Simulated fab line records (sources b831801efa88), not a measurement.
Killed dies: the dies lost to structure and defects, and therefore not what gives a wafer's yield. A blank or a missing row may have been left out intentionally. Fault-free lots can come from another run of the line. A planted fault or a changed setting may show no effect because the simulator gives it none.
Tool commonality check :: flow sky130 :: Sample size 12 lots and 36 wafers

WHAT PROMPTED THE OPENING
2 of 12 lots carry a flag on the reading VT_ADJUST_PCH_TW at SKY_VT_ADJUST_PCH_TW_MEAS_10. Wafers without a fault read 144.0, standard deviation 0.69.
Rule: a lot gets a flag if all its wafers with a number sit over 4 standard deviations from that mean, or if no wafer of it has a number. The other lots count as sound.

lot: L946
measured: day 11 02:46
on: film metro-03
VT_ADJUST_PCH_TW, wafer by wafer: 143.1 143.5 143.8
flag: 

lot: L947
measured: day 11 08:07
on: film metro-01
VT_ADJUST_PCH_TW, wafer by wafer: 144.0 143.6 144.3
flag: 

lot: L948
measured: day 11 13:39
on: film metro-03
VT_ADJUST_PCH_TW, wafer by wafer: 143.9 143.6 142.1
flag: 

lot: L951
measured: day 12 14:53
on: film metro-04
VT_ADJUST_PCH_TW, wafer by wafer: 144.6 144.9 144.2
flag: 

lot: L952
measured: day 13 07:05
on: film metro-04
VT_ADJUST_PCH_TW, wafer by wafer: 142.5 143.5 143.7
flag: 

lot: L954
measured: day 13 16:04
on: film metro-03
VT_ADJUST_PCH_TW, wafer by wafer: 143.9 143.2 143.4
flag: 

lot: L956
measured: day 14 09:55
on: film metro-01
VT_ADJUST_PCH_TW, wafer by wafer: 144.3 144.8 144.8
flag: 

lot: L957
measured: day 14 20:22
on: film metro-03
VT_ADJUST_PCH_TW, wafer by wafer: 144.1 143.2 142.7
flag: 

lot: L962
measured: day 16 05:58
on: film metro-04
VT_ADJUST_PCH_TW, wafer by wafer: 134.4 136.3 135.0
flag: FLAGGED

lot: L964
measured: day 16 19:31
on: film metro-04
VT_ADJUST_PCH_TW, wafer by wafer: 134.5 134.4 134.5
flag: FLAGGED

lot: L965
measured: day 17 16:09
on: film metro-04
VT_ADJUST_PCH_TW, wafer by wafer: 144.4 143.5 144.0
flag: 

lot: L967
measured: day 18 09:04
on: film metro-03
VT_ADJUST_PCH_TW, wafer by wafer: 144.2 143.6 143.7
flag: 
The numbers of the flagged lots are 134.8 on average: -9.2 against the usual, or -13 standard deviations.

EACH LOT AND THE TOOL IT RAN ON
The record holds 1 process step before the reading, out of a route of 708 steps. Each cell gives the tool, then ch followed by the chambers the sampled wafers passed through, then the start.
lot: L946
flag: 
SKY_VT_ADJUST_PCH_IMPLANT_08: implanter-04 ch 0, day 11 02:32

lot: L947
flag: 
SKY_VT_ADJUST_PCH_IMPLANT_08: implanter-01 ch 0, day 11 07:53

lot: L948
flag: 
SKY_VT_ADJUST_PCH_IMPLANT_08: implanter-04 ch 0, day 11 13:24

lot: L951
flag: 
SKY_VT_ADJUST_PCH_IMPLANT_08: implanter-03 ch 0, day 12 14:38

lot: L952
flag: 
SKY_VT_ADJUST_PCH_IMPLANT_08: implanter-03 ch 0, day 13 06:50

lot: L954
flag: 
SKY_VT_ADJUST_PCH_IMPLANT_08: implanter-03 ch 0, day 13 15:49

lot: L956
flag: 
SKY_VT_ADJUST_PCH_IMPLANT_08: implanter-03 ch 0, day 14 09:40

lot: L957
flag: 
SKY_VT_ADJUST_PCH_IMPLANT_08: implanter-04 ch 0, day 14 20:07

lot: L962
flag: FLAGGED
SKY_VT_ADJUST_PCH_IMPLANT_08: implanter-01 ch 0, day 16 05:43

lot: L964
flag: FLAGGED
SKY_VT_ADJUST_PCH_IMPLANT_08: implanter-01 ch 0, day 16 19:16

lot: L965
flag: 
SKY_VT_ADJUST_PCH_IMPLANT_08: implanter-03 ch 0, day 17 15:54

lot: L967
flag: 
SKY_VT_ADJUST_PCH_IMPLANT_08: implanter-03 ch 0, day 18 08:51
What is done by these steps:
- SKY_VT_ADJUST_PCH_IMPLANT_08
- SKY_VT_ADJUST_PCH_TW_MEAS_10

FLAGGED AGAINST TOTAL, ONE TOOL AT A TIME (gauges that did the reading follow at the end)
step: SKY_VT_ADJUST_PCH_IMPLANT_08
tool: implanter-01
lots run: 3
flagged: 2
share of the flagged lots: all
sound lots run after its first flagged lot: 0

step: SKY_VT_ADJUST_PCH_IMPLANT_08
tool: implanter-03
lots run: 6
flagged: 0
share of the flagged lots: none
sound lots run after its first flagged lot: -

step: SKY_VT_ADJUST_PCH_IMPLANT_08
tool: implanter-04
lots run: 3
flagged: 0
share of the flagged lots: none
sound lots run after its first flagged lot: -

step: SKY_VT_ADJUST_PCH_TW_MEAS_10
tool: film metro-01
lots run: 2
flagged: 0
share of the flagged lots: none
sound lots run after its first flagged lot: -

step: SKY_VT_ADJUST_PCH_TW_MEAS_10
tool: film metro-03
lots run: 5
flagged: 0
share of the flagged lots: none
sound lots run after its first flagged lot: -

step: SKY_VT_ADJUST_PCH_TW_MEAS_10
tool: film metro-04
lots run: 5
flagged: 2
share of the flagged lots: all
sound lots run after its first flagged lot: 1 (L965)

WHAT THE TABLE ALLOWS
Rows of the table that ran all the flagged lots, 2 in number: implanter-01 at SKY_VT_ADJUST_PCH_IMPLANT_08; film metro-04 at SKY_VT_ADJUST_PCH_TW_MEAS_10.
- implanter-01 at SKY_VT_ADJUST_PCH_IMPLANT_08 ran 3 lots, 2 of them flagged. Last sound lot L947 at day 11 07:53, first flagged lot L962 at day 16 05:43; a fault beginning in between fits. Its own readings (dose ions cm2, faraday current uA) fall more than 4 standard deviations out on all wafers of the flagged lots.
- film metro-04 at SKY_VT_ADJUST_PCH_TW_MEAS_10 ran 5 lots, 2 of them flagged. Lots that were sound ran on it after the first flagged one (L965); a persistent fault on the entire tool would not allow that.
implanter-01 at SKY_VT_ADJUST_PCH_IMPLANT_08 is the single tool remaining.

WHAT HAD BEEN PUT IN BY THE SIMULATOR
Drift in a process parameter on implanter-01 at SKY_VT_ADJUST_PCH_IMPLANT_08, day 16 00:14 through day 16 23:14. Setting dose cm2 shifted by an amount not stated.
Lots struck among those shown: L962, L964. This agrees with what the rule above found.
